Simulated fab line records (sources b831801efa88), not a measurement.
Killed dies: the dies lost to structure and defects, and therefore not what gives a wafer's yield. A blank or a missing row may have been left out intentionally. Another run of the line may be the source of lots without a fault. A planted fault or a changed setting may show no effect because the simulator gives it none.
Check for tools in common + flow sky130 + Sample size 12 lots and 40 wafers

== THE REASON FOR OPENING IT ==
2 of 12 lots carry a flag on the reading GATE_OXIDE_OXIDATION_00_THK at SKY_GATE_OXIDE_THK_MEAS_02. Wafers without a fault read 10.27 nm, standard deviation 0.2.
Rule: a lot gets a flag if all its wafers with a number sit over 4 standard deviations from that mean, or if no wafer of it has a number. The other lots count as sound.

| lot  | measured     | on            | GATE_OXIDE_OXIDATION_00_THK (nm), wafer by wafer | flag    |
|------|--------------|---------------|--------------------------------------------------|---------|
| L323 | day 13 16:38 | film metro-04 | 10.26 10.36 10.37                                |         |
| L325 | day 14 00:42 | film metro-03 | 10.15 10.43 10.45                                |         |
| L324 | day 14 00:43 | film metro-04 | 10.11 10.29 10.24                                |         |
| L330 | day 15 15:41 | film metro-03 | 10.61 10.61 10.54                                |         |
| L331 | day 16 00:50 | film metro-03 | 10.51 10.55                                      |         |
| L335 | day 17 09:59 | film metro-02 | 7.65 7.63 7.68 7.59 7.62 7.84                    | FLAGGED |
| L336 | day 17 21:13 | film metro-04 | 7.66 7.74 7.67 7.64 7.71 7.65                    | FLAGGED |
| L341 | day 19 15:10 | film metro-03 | 10.03 10.12 10.09                                |         |
| L342 | day 20 04:16 | film metro-04 | 10.48 10.41 10.48                                |         |
| L344 | day 20 10:02 | film metro-04 | 10.51 10.40 10.43                                |         |
| L345 | day 20 20:11 | film metro-02 | 10.31 10.36 10.40                                |         |
| L346 | day 20 22:44 | film metro-03 | 10.31 10.27                                      |         |
The mean of the flagged lots' numbers is 7.67 nm, -2.60 nm from the usual (-13 standard deviations).

== WHICH TOOL EACH LOT WENT THROUGH ==
The record holds 1 process step before the reading, out of a route of 708 steps. Every cell lists first the tool, next ch and the chambers used by the sampled wafers, and last the start.
| lot  | flag    | SKY_GATE_OXIDE_OXIDATION_01   |
|------|---------|-------------------------------|
| L323 |         | furnace-02 ch 0, day 13 15:13 |
| L325 |         | furnace-02 ch 0, day 13 23:17 |
| L324 |         | furnace-02 ch 0, day 13 23:17 |
| L330 |         | furnace-02 ch 0, day 15 14:17 |
| L331 |         | furnace-01 ch 0, day 15 23:26 |
| L335 | FLAGGED | furnace-02 ch 0, day 17 08:32 |
| L336 | FLAGGED | furnace-02 ch 0, day 17 19:49 |
| L341 |         | furnace-01 ch 0, day 19 13:45 |
| L342 |         | furnace-01 ch 0, day 20 02:50 |
| L344 |         | furnace-01 ch 0, day 20 08:38 |
| L345 |         | furnace-02 ch 0, day 20 18:47 |
| L346 |         | furnace-01 ch 0, day 20 21:18 |
What the steps here do:
- SKY_GATE_OXIDE_OXIDATION_01: stabilise 600 s, purge 300 s, target thk 10.268 nm.
- SKY_GATE_OXIDE_THK_MEAS_02

== FLAGGED OVER TOTAL, TOOL BY TOOL (the gauges that took the reading come last) ==
| step                        | tool          | lots run | flagged | share of the flagged lots | sound lots run after its first flagged lot |
|-----------------------------|---------------|----------|---------|---------------------------|--------------------------------------------|
| SKY_GATE_OXIDE_OXIDATION_01 | furnace-01    | 5        | 0       | none                      | -                                          |
| SKY_GATE_OXIDE_OXIDATION_01 | furnace-02    | 7        | 2       | all                       | 1 (L345)                                   |
| SKY_GATE_OXIDE_THK_MEAS_02  | film metro-02 | 2        | 1       | some                      | 1 (L345)                                   |
| SKY_GATE_OXIDE_THK_MEAS_02  | film metro-03 | 5        | 0       | none                      | -                                          |
| SKY_GATE_OXIDE_THK_MEAS_02  | film metro-04 | 5        | 1       | some                      | 2 (L342,L344)                              |

== WHAT IS ALLOWED BY THE TABLE ==
All flagged lots share 1 row of the table, namely furnace-02 at SKY_GATE_OXIDE_OXIDATION_01.
- furnace-02 at SKY_GATE_OXIDE_OXIDATION_01 ran 7 lots, 2 of them flagged. Lots that were sound ran on it after the first flagged one (L345); a persistent fault on the entire tool would not allow that. Its own readings lie more than 4 standard deviations out on every wafer of the flagged lots: spike tc bottom C, spike tc centre C, spike tc lower C, spike tc top C, spike tc upper C, tube center temp C, tube_center_temp_C_max.
None of the table's rows ran every flagged lot and, after the first, no sound lot.

== WHAT THE SIMULATOR HAD INSERTED ==
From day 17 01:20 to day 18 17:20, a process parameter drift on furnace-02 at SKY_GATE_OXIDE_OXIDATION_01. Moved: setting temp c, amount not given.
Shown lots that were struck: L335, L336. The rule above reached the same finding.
